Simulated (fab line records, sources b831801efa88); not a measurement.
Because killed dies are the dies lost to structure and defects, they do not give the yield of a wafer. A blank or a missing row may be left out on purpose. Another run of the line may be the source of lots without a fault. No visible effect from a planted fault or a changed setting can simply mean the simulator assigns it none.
fab line records    flow gf180mcu
record lots=13  wafers=39  last_day=34
route steps=602 shown MVPSD@86 SALICIDE@286 M1@315 V1@349
lots with no fault: from the same line, run without faults
start_h: start of the lot's first displayed wafer, in hours after the record's first day    wait_h: hours elapsed since this lot's preceding step    " identical to the entry in the row above    L1.1+2: one row covering several wafers at once    - no value present, or no start provided    * or withheld: withheld    < > ~ a bound
route shown NAME@n: names a module that has steps shown in the file, with the first one's number in the route    usual: mean/standard deviation taken from wafers without a fault    same: alike in all rows    chamber/n: place in a boat    sites: readings site by site    _std_site: their standard deviation    _edge_site: outer sites' mean less inner sites'    radius_mm: how far each site lies from the wafer's centre    mask NAME#n: copy n    behind: the last tool/chamber to shape the wafer    hold: cause of the lot's hold/its duration in hours/its outcome    device: which transistor (n, p or np) failed to switch    end of line: the tests these same wafers got at the end of their route    where a step has no rows: the recipe by itself    killed: dies that structure and defects cost at the first sort, which is not the same as the wafer's yield    map: the dies of a wafer, with x for killed, . for not killed, _ for no die there
set.NAME: setting as actually run; set.NAME@STEP: the setting as run at that earlier step    model.NAME: the simulator's own value behind a step, which no gauge read
a sample of lots followed through the steps of the route, with each step as a table and each wafer as a row
services: from which hour (start_h, from the record's first day; less than 0 if before it) a tool's chamber was out of use, for how many hours, and why
## steps
# step GF_MVPSD_IMPLANT_08
# recipe species=B  energy_kev=170  dose_cm2=1.5e+13  tilt_deg=0
# usual dose_ions_cm2=1.5002e+13/1.6e+10  faraday_current_uA=84.4/1.8
lot.wafer  tool          chamber  start_h  wait_h  dose_ions_cm2  faraday_current_uA
L490.1     implanter-02  0        102.70   0.0     1.5003e+13     87.3
L490.3     "             0        "        "       1.5029e+13     83.8
L490.6     "             0        "        "       1.4998e+13     84.0
L491.4     implanter-02  0        110.07   0.1     1.5e+13        86.5
L491.5     "             0        "        "       1.4982e+13     81.6
L491.6     "             0        "        "       1.4998e+13     87.0
L492.4     implanter-01  0        114.51   0.1     1.5017e+13     85.0
L492.5     "             0        "        "       1.5012e+13     83.6
L492.6     "             0        "        "       1.5034e+13     84.4
L494.1     implanter-03  0        123.85   0.0     1.5004e+13     87.5
L494.4     "             0        "        "       1.4995e+13     84.6
L494.6     "             0        "        "       1.498e+13      82.1
L495.1     implanter-03  0        135.20   0.0     1.501e+13      84.1
L495.2     "             0        "        "       1.5025e+13     88.0
L495.3     "             0        "        "       1.5006e+13     82.6
L497.2     implanter-03  0        146.09   0.0     1.5618e+13     86.7
L497.3     "             0        "        "       1.5615e+13     84.5
L497.4     "             0        "        "       1.5607e+13     84.7
L498.1     implanter-03  0        149.66   0.0     1.5588e+13     86.6
L498.3     "             0        "        "       1.5593e+13     90.1
L498.4     "             0        "        "       1.5619e+13     86.3
L500.2     implanter-01  0        162.71   0.0     1.5028e+13     81.1
L500.3     "             0        "        "       1.5009e+13     85.2
L500.4     "             0        "        "       1.4989e+13     85.3
L504.1     implanter-03  0        187.46   0.0     1.5599e+13     88.9
L504.2     "             0        "        "       1.5584e+13     86.3
L504.6     "             0        "        "       1.5591e+13     85.3
L506.3     implanter-02  0        200.01   0.1     1.5001e+13     86.2
L506.5     "             0        "        "       1.4985e+13     83.8
L506.6     "             0        "        "       1.4975e+13     85.5
L508.1     implanter-02  0        211.96   0.0     1.5023e+13     83.6
L508.5     "             0        "        "       1.4991e+13     86.8
L508.6     "             0        "        "       1.5017e+13     83.1
L511.1     implanter-02  0        226.60   0.0     1.4977e+13     82.8
L511.2     "             0        "        "       1.4982e+13     85.9
L511.3     "             0        "        "       1.4987e+13     85.5
L512.2     implanter-01  0        236.27   0.0     1.5019e+13     84.6
L512.3     "             0        "        "       1.499e+13      84.1
L512.4     "             0        "        "       1.5002e+13     86.5
# step GF_VT_IMPLANT_RS_MEAS_49
# recipe thk_meas_gauge=four-point-probe
# usual MVPSD_RS=1172.4/2.7
lot.wafer  tool           chamber  start_h  wait_h  MVPSD_RS[ohm/sq]
L490.1     film_metro-04  -        165.08   0.1     1173.3
L490.3     "              -        "        "       1173.0
L490.6     "              -        "        "       1174.8
L491.4     film_metro-04  -        172.63   0.1     1168.4
L491.5     "              -        "        "       1169.3
L491.6     "              -        "        "       1169.2
L492.4     film_metro-04  -        178.97   0.1     1166.6
L492.5     "              -        "        "       1167.2
L492.6     "              -        "        "       1169.6
L494.1     film_metro-03  -        188.94   0.1     1173.0
L494.4     "              -        "        "       1170.8
L494.6     "              -        "        "       1171.5
L495.1     film_metro-03  -        200.77   0.1     1173.9
L495.2     "              -        "        "       1168.7
L495.3     "              -        "        "       1173.8
L497.2     film_metro-04  -        213.76   0.1     1151.3
L497.3     "              -        "        "       1147.6
L497.4     "              -        "        "       1149.5
L498.1     film_metro-03  -        216.88   0.1     1145.2
L498.3     "              -        "        "       1148.5
L498.4     "              -        "        "       1151.0
L500.2     film_metro-04  -        231.95   0.1     1173.8
L500.3     "              -        "        "       1173.6
L500.4     "              -        "        "       1173.0
L504.1     film_metro-04  -        259.91   0.1     1150.7
L504.2     "              -        "        "       1149.9
L504.6     "              -        "        "       1149.3
L506.3     film_metro-01  -        272.10   0.1     1173.1
L506.5     "              -        "        "       1172.3
L506.6     "              -        "        "       1171.6
L508.1     film_metro-04  -        288.38   0.1     1171.3
L508.5     "              -        "        "       1172.4
L508.6     "              -        "        "       1171.4
L511.1     film_metro-01  -        303.91   0.1     1174.2
L511.2     "              -        "        "       1172.6
L511.3     "              -        "        "       1168.8
L512.2     film_metro-04  -        314.58   0.1     1174.1
L512.3     "              -        "        "       1171.2
L512.4     "              -        "        "       1175.0
# step GF_SALICIDE_RTA_08
# recipe temp_c=800  time_s=30  ambient=N2
# usual lamp_power_pct=17.9/2.5  wafer_temp_C_max=803.9/1.5
lot.wafer  tool           chamber  start_h  wait_h  lamp_power_pct  wafer_temp_C_max
L490.1     rtp_anneal-01  0        352.43   0.0     16.0            802.4
L490.3     "              0        "        "       16.0            802.6
L490.6     "              0        "        "       16.0            802.2
L491.4     rtp_anneal-02  0        356.07   0.1     21.1            806.7
L491.5     "              0        "        "       21.1            804.8
L491.6     "              0        "        "       21.1            803.7
L492.4     rtp_anneal-01  0        366.82   0.1     16.0            803.8
L492.5     "              0        "        "       15.9            804.1
L492.6     "              0        "        "       16.0            802.8
L494.1     rtp_anneal-02  0        381.71   0.0     21.1            806.5
L494.4     "              0        "        "       21.1            808.4
L494.6     "              0        "        "       21.1            807.2
L495.1     rtp_anneal-01  0        396.83   0.0     15.9            802.6
L495.2     "              0        "        "       16.0            803.2
L495.3     "              0        "        "       15.9            802.0
L497.2     rtp_anneal-01  0        412.55   0.0     16.0            803.7
L497.3     "              0        "        "       16.0            803.2
L497.4     "              0        "        "       16.0            802.9
L498.1     rtp_anneal-01  0        416.83   0.0     16.0            802.9
L498.3     "              0        "        "       16.0            802.4
L498.4     "              0        "        "       16.0            802.5
L500.2     rtp_anneal-01  0        438.10   0.0     16.0            801.9
L500.3     "              0        "        "       16.0            802.0
L500.4     "              0        "        "       16.0            802.7
L504.1     rtp_anneal-02  0        475.38   0.0     21.1            805.4
L504.2     "              0        "        "       21.1            804.3
L504.6     "              0        "        "       21.2            806.0
L506.3     rtp_anneal-02  0        487.48   0.0     21.1            806.4
L506.5     "              0        "        "       21.1            804.8
L506.6     "              0        "        "       21.2            804.8
L508.1     rtp_anneal-01  0        510.15   0.0     16.0            802.4
L508.5     "              0        "        "       16.0            802.8
L508.6     "              0        "        "       16.0            802.8
L511.1     rtp_anneal-01  0        524.67   0.0     16.0            802.4
L511.2     "              0        "        "       16.0            802.8
L511.3     "              0        "        "       16.0            803.2
L512.2     rtp_anneal-01  0        535.47   0.0     16.0            802.2
L512.3     "              0        "        "       16.0            802.8
L512.4     "              0        "        "       16.0            802.8
# step GF_M1_SPUTTER_00
# recipe material=Ti  target_thk_nm=37.5  arriving_ion_energy_ev=80  substrate_temp_c=200  chamber_pressure_pa=2  power_w=4000  time_s=150
# usual cathode_dc_power_W=4000.0/0.76  substrate_temp_c=200.01/0.16  throttle_valve_pct=29.9/1.4
lot.wafer  tool            chamber  start_h  wait_h  cathode_dc_power_W  substrate_temp_c  throttle_valve_pct
L490.1     pvd_sputter-02  -        377.41   0.2     4000.1              199.76            27.9
L490.3     "               -        "        "       3998.3              199.95            31.7
L490.6     "               -        "        "       4000.5              200.12            31.9
L491.4     pvd_sputter-01  -        381.39   0.1     4000.7              199.91            30.4
L491.5     "               -        "        "       3999.8              200.02            31.1
L491.6     "               -        "        "       3999.6              200.09            29.1
L492.4     pvd_sputter-01  -        392.12   0.1     4000.6              200.10            28.8
L492.5     "               -        "        "       3999.6              200.34            31.2
L492.6     "               -        "        "       3999.4              199.93            28.8
L494.1     pvd_sputter-02  -        407.48   0.1     4000.9              200.19            29.3
L494.4     "               -        "        "       3999.9              200.19            32.0
L494.6     "               -        "        "       3999.9              200.05            29.2
L495.1     pvd_sputter-02  -        422.59   0.1     4000.7              200.22            31.7
L495.2     "               -        "        "       3999.9              199.94            29.2
L495.3     "               -        "        "       4000.7              199.53            32.3
L497.2     pvd_sputter-01  -        438.98   0.1     3999.6              199.94            30.2
L497.3     "               -        "        "       3999.8              200.00            31.3
L497.4     "               -        "        "       3997.8              199.86            31.0
L498.1     pvd_sputter-01  -        443.32   0.1     3999.9              199.76            30.3
L498.3     "               -        "        "       4000.3              200.17            31.3
L498.4     "               -        "        "       4000.9              200.19            28.8
L500.2     pvd_sputter-01  -        464.22   0.1     4000.9              200.08            28.9
L500.3     "               -        "        "       4001.0              199.74            28.6
L500.4     "               -        "        "       4000.2              200.00            31.1
L504.1     pvd_sputter-02  -        501.61   0.2     4000.6              200.05            29.2
L504.2     "               -        "        "       4000.5              200.05            27.8
L504.6     "               -        "        "       3999.8              199.90            28.1
L506.3     pvd_sputter-01  -        513.27   0.1     3998.9              200.41            30.5
L506.5     "               -        "        "       3999.3              199.83            28.7
L506.6     "               -        "        "       4000.6              200.17            31.4
L508.1     pvd_sputter-02  -        535.60   0.2     4000.1              200.05            29.5
L508.5     "               -        "        "       3999.7              200.10            27.8
L508.6     "               -        "        "       4000.6              199.91            31.7
L511.1     pvd_sputter-01  -        549.29   0.1     4000.5              200.12            29.1
L511.2     "               -        "        "       3999.8              200.07            30.2
L511.3     "               -        "        "       4000.1              199.87            31.2
L512.2     pvd_sputter-02  -        559.57   0.1     3999.1              200.09            28.3
L512.3     "               -        "        "       3999.8              200.01            29.3
L512.4     "               -        "        "       3999.5              199.80            32.1
# step GF_V1_CD_MEAS_14
# recipe target_cd_nm=260
# usual cd_nm=260.2/1.5
lot.wafer  tool       chamber  start_h  wait_h  cd_nm
L490.1     cd_sem-02  -        425.74   0.1     259.6
L490.3     "          -        "        "       260.5
L490.6     "          -        "        "       259.4
L491.4     cd_sem-02  -        431.40   0.1     260.2
L491.5     "          -        "        "       262.2
L491.6     "          -        "        "       260.5
L492.4     cd_sem-02  -        441.46   0.1     261.1
L492.5     "          -        "        "       260.9
L492.6     "          -        "        "       261.5
L494.1     cd_sem-01  -        457.77   0.1     258.3
L494.4     "          -        "        "       257.5
L494.6     "          -        "        "       258.5
L495.1     cd_sem-01  -        472.65   0.1     259.9
L495.2     "          -        "        "       260.4
L495.3     "          -        "        "       259.9
L497.2     cd_sem-02  -        489.14   0.1     259.7
L497.3     "          -        "        "       259.3
L497.4     "          -        "        "       260.0
L498.1     cd_sem-01  -        493.04   0.1     257.5
L498.3     "          -        "        "       257.5
L498.4     "          -        "        "       256.4
L500.2     cd_sem-02  -        513.87   0.1     259.8
L500.3     "          -        "        "       261.0
L500.4     "          -        "        "       260.5
L504.1     cd_sem-01  -        549.80   0.1     258.9
L504.2     "          -        "        "       258.9
L504.6     "          -        "        "       259.1
L506.3     cd_sem-01  -        560.36   0.1     261.6
L506.5     "          -        "        "       262.6
L506.6     "          -        "        "       261.3
L508.1     cd_sem-01  -        581.92   0.1     257.5
L508.5     "          -        "        "       258.0
L508.6     "          -        "        "       259.0
L511.1     cd_sem-02  -        594.31   0.2     260.6
L511.2     "          -        "        "       260.5
L511.3     "          -        "        "       260.7
L512.2     cd_sem-02  -        604.86   0.1     258.7
L512.3     "          -        "        "       258.8
L512.4     "          -        "        "       258.6
## services
tool            chamber  start_h  hours  kind
implanter-01    -        98.03    7.6    pm
implanter-03    -        102.13   1.4    repair
implanter-02    -        113.73   2.5    repair
implanter-03    -        124.15   3.2    pm
implanter-01    -        132.11   1.2    repair
pvd_sputter-01  -        159.73   2.2    repair
pvd_sputter-01  -        165.75   3.5    repair
pvd_sputter-01  -        171.82   33.8   repair
implanter-01    -        172.00   0.6    repair
pvd_sputter-02  -        240.89   1.8    repair
pvd_sputter-02  -        260.66   1.9    repair
implanter-02    -        265.11   20.9   pm
rtp_anneal-01   -        288.98   1.0    pm
pvd_sputter-01  -        312.44   39.0   repair
implanter-03    -        326.00   1.8    repair
implanter-02    -        358.96   4.5    pm
pvd_sputter-02  -        404.45   2.6    repair
implanter-02    -        404.47   4.1    pm
rtp_anneal-02   -        429.10   4.1    pm
implanter-02    -        512.58   0.7    repair
implanter-03    -        522.18   4.2    repair
pvd_sputter-01  -        540.42   8.2    repair
pvd_sputter-02  -        547.18   3.6    repair
implanter-02    -        555.54   5.4    repair
## key
first_sign step=GF_MVPSD_IMPLANT_08  reading=dose_ions_cm2  direction=up  sigmas=38  usual=1.5002e+13  struck=1.5601e+13
effect step=GF_MVPSD_IMPLANT_08  reading=faraday_current_uA  direction=up  sigmas=1.2  usual=84.4  struck=86.6
effect step=GF_VT_IMPLANT_RS_MEAS_49  reading=MVPSD_RS  direction=down  sigmas=8.6  usual=1172.4  struck=1149.2
met_at GF_MVPSD_IMPLANT_08
struck_lots L497,L498,L504
tester_left_out L497,L498,L504
not_acting_at GF_SALICIDE_RTA_08,GF_M1_SPUTTER_00,GF_V1_CD_MEAS_14
onset_between 135.20 146.09
fault kind=process_parameter_drift  tool=implanter-03  chamber=-  onset_h=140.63  steps=GF_MVPSD_IMPLANT_08  channel=dose_cm2  offset=5.8703e+11  shape=step  end_h=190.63  acts_in=these_recipes_only  stated=1.5e+13
# tester_left_out: of these lots the tester's yield and bins aren't shown, on N5 and GAA mostly nor the transistor test; their killed dies are dies lost to structure and defects alone, not to doping, threshold or leakage, so they don't give the yield
